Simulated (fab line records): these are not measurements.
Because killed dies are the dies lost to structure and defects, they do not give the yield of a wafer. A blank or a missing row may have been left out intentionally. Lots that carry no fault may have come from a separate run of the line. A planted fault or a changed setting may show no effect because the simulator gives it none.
Chamber matching -- flow gf180mcu -- cmp-02 running GF_V5_CMP_26: 4 sister chambers
The step polishes, stops on SiO2, t overpolish 15 s, target thk 0 nm. 4 wafers are shown with their chamber, then 7 later ones without.

== EACH WAFER AND ITS CHAMBER ==
wafer,chamber,motor_current_A (A)
L661.1,3,9.2
L661.2,1,10.9
L661.5,0,11.9
L666.5,2,10.8

== WAFERS WHOSE CHAMBER IS MISSING ==
wafer,motor_current_A (A)
L666.6,10.1
L670.1,11.5
L670.2,9.5
L670.5,12.1
L671.1,10.1
L671.2,12.1
L671.3,10.7

== WHICH CHAMBER EACH WENT THROUGH ==
wafer,from the rows above,in truth
L666.6,can't be placed: 2 or 1 or 3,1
L670.1,can't be placed: 0 or 1 or 2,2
L670.2,3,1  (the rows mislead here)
L670.5,0,0
L671.1,can't be placed: 2 or 1 or 3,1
L671.2,0,0
L671.3,can't be placed: 2 or 1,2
Correctly placed: 2 of 7. Unplaceable from these rows: 4, with the true chamber sitting among the candidates in 4. 1 placed wrongly.
How it was worked out, from the rows above alone: a wafer's distance from a chamber is the root of the sum, over the readings, of the square of ((its reading less the chamber's mean) divided by the reading's scatter). If the next closest chamber is less than 2 further off than the closest, the wafer can't be placed; otherwise it belongs to the closest. The mean given for a chamber averages the wafers shown for that chamber. The scatter: with one shown wafer a chamber, the root of the mean of the squares of how far each hidden wafer lies from its nearest shown one.
